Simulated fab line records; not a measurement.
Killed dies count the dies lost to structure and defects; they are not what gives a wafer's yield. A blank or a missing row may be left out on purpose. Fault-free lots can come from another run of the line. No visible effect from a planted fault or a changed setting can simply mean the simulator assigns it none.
A struck lot beside a sound one	flow sfq_line	32 steps out of a route of 325
Sound: these wafers, L425.2, L425.5, L425.6. Struck: wafer L424.1. (L424.4, L424.6 of the same lot were not struck and are left out.) The cause comes at the end.
At each step with rows: each side's tool, then ch and its chambers, then its first start. Under that, the readings that differ: sound wafers	struck wafers	difference of the means	sigmas: that difference in standard deviations of wafers without a fault.
alike: a reading whose means differ by less than 2 such deviations, as well as words and numbers matching on both sides. not compared: withheld readings; readings where some wafer has no value; bounds like >300 that might hide an equal value; numbers whose values overlap and for which the record gives no deviation.
A row with sigmas, a row that says differs or no value, or rows on one side alone: a step with any of these is where the two part. Numbers that have no deviation but don't overlap get no sigmas and don't part them. Lack of a reading on every wafer of one side parts them only where that side has two or more wafers.

SFQ_INCOMING_BOW_MEAS_900:
  struck on film_metro-02, day 3 12:00; sound on film_metro-03, day 3 17:01
  alike: INCOMING_BOW
then, 1 step without rows for these wafers: SFQ_TRILAYER_INCOMING_OXIDATION_002 (target thk 500 nm, ox time 4939 s).
SFQ_TRILAYER_L0_DEP_SPUTTER_003: material MoNx KI, target thk 40 nm, time 100 s.
  struck on pvd_sputter-06, day 3 14:29; sound on pvd_sputter-05, day 3 19:29
reading	sound	struck	difference	sigmas
model.MoNx_KI_of_TRILAYER_L0_DEP_SPUTTER_003.thk_nm (nm)	40.24 40.11 39.82	20.56	-19.50	
  alike: throttle_valve_pct
SFQ_L0_RS_MEAS_901: the measuring method here is four-point-probe.
  struck on film_metro-02, day 3 14:34; sound on film_metro-03, day 3 19:35
reading	sound	struck	difference	sigmas
L0_MONX_KI_RS (ohm/sq)	43.2 43.4 43.9	84.7	+41.2	+99 or more
SFQ_L0_THK_MEAS_902: measures by xrf.
  struck on film_metro-02, day 3 14:41; sound on film_metro-03, day 3 19:41
reading	sound	struck	difference	sigmas
L0_MONX_KI_THK (nm)	40.3 40.4 40.2	20.7	-19.6	-54
then, 6 steps without rows for these wafers: SFQ_TRILAYER_L0_LITHO_COAT_010 (resist thk 62 nm); SFQ_TRILAYER_L0_LITHO_COAT_005 (resist thk 600 nm); SFQ_TRILAYER_L0_LITHO_SOFTBAKE_009; SFQ_TRILAYER_L0_LITHO_EXPOSE_006 (exposes mask L0, target cd 2000 nm); SFQ_TRILAYER_L0_LITHO_PEB_008 (peb time 60 s); SFQ_TRILAYER_L0_LITHO_DEVELOP_007 (time 60 s).
-- the record jumps here: 3 days lie between the struck wafers' starts before and after --
SFQ_TRILAYER_L0_BARC_OPEN_METAL_ETCH_010: etches BARC in O2, target depth 125 nm, time 41.7 s.
  sound on rie_metal-04 ch 1, day 7 01:53; struck on rie_metal-03 ch 1, day 6 20:57
reading	sound	struck	difference	sigmas
rf_hours_counter_h (h)	- - -	12	no value on the sound wafers	
  alike: bias_w, drypump_motor_current_A, he_backside_leak_sccm, oes_product_au
SFQ_TRILAYER_L0_ETCH_METAL_ETCH_008: etches MoNx KI in SF6/O2, stops on SiO2, target depth 50 nm, time 25 s.
  sound on rie_metal-04 ch 1, day 7 02:00; struck on rie_metal-03 ch 1, day 6 21:01
reading	sound	struck	difference	sigmas
oes_product_au (a.u.)	0.873 0.882 0.871	0.633	-0.242	-40
rf_hours_counter_h (h)	- - -	12	no value on the sound wafers	
  alike: bias_w, drypump_motor_current_A, he_backside_leak_sccm
SFQ_TRILAYER_L0_STRIP_STRIP_009: strips in O2.
  sound on rie_metal-04 ch 1, day 7 02:17; struck on rie_metal-03 ch 1, day 6 21:03
reading	sound	struck	difference	sigmas
oes_product_au (a.u.)	1.011 1.007 1.003	0.977	-0.030	-2
rf_hours_counter_h (h)	- - -	12	no value on the sound wafers	
  alike: drypump_motor_current_A, he_backside_leak_sccm
then, 1 step without rows for these wafers: SFQ_TRILAYER_L0_STRIP_SOLV_CLEAN_010 (cleans in NMP, time 600 s).
SFQ_TRILAYER_L0_CAP_PECVD_011: deposits SiO2 from SiH4/N2O, time 13.333 s, target thk 60 nm.
  sound on pecvd-04 ch 1,2, day 7 03:38; struck on pecvd-01 ch 0, day 6 21:50
reading	sound	struck	difference	sigmas
chamber_pressure_Torr (Torr)	2.399 2.388 2.398	2.408	+0.013	+3
throttle_valve_pct (%)	28.3 25.6 28.4	23.8	-3.6	-2
  alike: heater_power_w
  not compared: since_wet_clean_h
then, 6 steps without rows for these wafers: SFQ_TRILAYER_L0_VIA_LITHO_COAT_018 (resist thk 62 nm); SFQ_TRILAYER_L0_VIA_LITHO_COAT_013 (resist thk 650 nm); SFQ_TRILAYER_L0_VIA_LITHO_SOFTBAKE_017; SFQ_TRILAYER_L0_VIA_LITHO_EXPOSE_014 (exposes mask L0V, target cd 700 nm); SFQ_TRILAYER_L0_VIA_LITHO_PEB_016 (peb time 60 s); SFQ_TRILAYER_L0_VIA_LITHO_DEVELOP_015 (time 60 s).
-- the record jumps here: 4 days lie between the struck wafers' starts before and after --
SFQ_L0V_OVL_MEAS_903:
  struck on overlay-02, day 11 03:52; sound on overlay-01, day 11 11:04
reading	sound	struck	difference	sigmas
L0V_OVL (nm)	-11 -12 -3	3	+12	+2
SFQ_TRILAYER_L0_VIA_BARC_OPEN_VIA_ETCH_021: etches BARC in O2, target depth 125 nm, time 41.7 s.
  sound on rie_diel-02 ch 0,3, day 11 11:06; struck on rie_diel-01 ch 0, day 11 03:54
reading	sound	struck	difference	sigmas
bias_w (W)	80.22 79.65 79.70	80.43	+0.57	+2
  alike: drypump_motor_current_A, oes_product_au
  not compared: rf_hours_counter_h
then, 4 steps without rows for these wafers: SFQ_TRILAYER_L0_VIA_ETCH_VIA_ETCH_016 (etches SiO2 in CHF3, stops on MoNx KI, target depth 80 nm); SFQ_TRILAYER_L0_VIA_STRIP_STRIP_017 (strips in O2); SFQ_TRILAYER_L0_VIA_STRIP_SOLV_CLEAN_018 (cleans in NMP, time 600 s); SFQ_TRILAYER_M0_DEP_PRE_CLEAN_020 (time 15 s).
SFQ_TRILAYER_M0_DEP_SPUTTER_019: material Nb, target thk 200 nm, time 133.3 s.
  struck on pvd_sputter-05, day 11 04:49; sound on pvd_sputter-03, day 11 11:59
  alike: throttle_valve_pct
SFQ_M0_RS_MEAS_904: the measuring method here is four-point-probe.
  struck on film_metro-04, day 11 04:54; sound on film_metro-03, day 11 12:06
  alike: M0_NB_RS
then, 1 step without rows for these wafers: SFQ_TRILAYER_M0_LITHO_COAT_026 (resist thk 62 nm).
-- the record jumps here: 78 days lie between the struck wafers' starts before and after --
SFQ_M8_BOW_MEAS_951:
  struck on film_metro-01, day 89 09:59; sound on film_metro-04, day 91 19:37
reading	sound	struck	difference	sigmas
model.etest.l0.ohm_sq	43.28 43.43 43.75	84.71	+41.22	
model.etest.l0v.link_ohm	44.21 44.37 44.67	85.62	+41.20	
model.etest.l0.ohm_um	21.62 21.69 21.87	42.33	+20.60	
  alike: M8_BOW

## WHERE THEY PART
Earliest at SFQ_L0_RS_MEAS_901; latest, in this record, at SFQ_TRILAYER_L0_VIA_BARC_OPEN_VIA_ETCH_021. Later steps at which nothing parts them and some readings are alike: SFQ_TRILAYER_M0_DEP_SPUTTER_019, SFQ_M0_RS_MEAS_904, SFQ_M8_BOW_MEAS_951.

WHY: what the simulator had put in
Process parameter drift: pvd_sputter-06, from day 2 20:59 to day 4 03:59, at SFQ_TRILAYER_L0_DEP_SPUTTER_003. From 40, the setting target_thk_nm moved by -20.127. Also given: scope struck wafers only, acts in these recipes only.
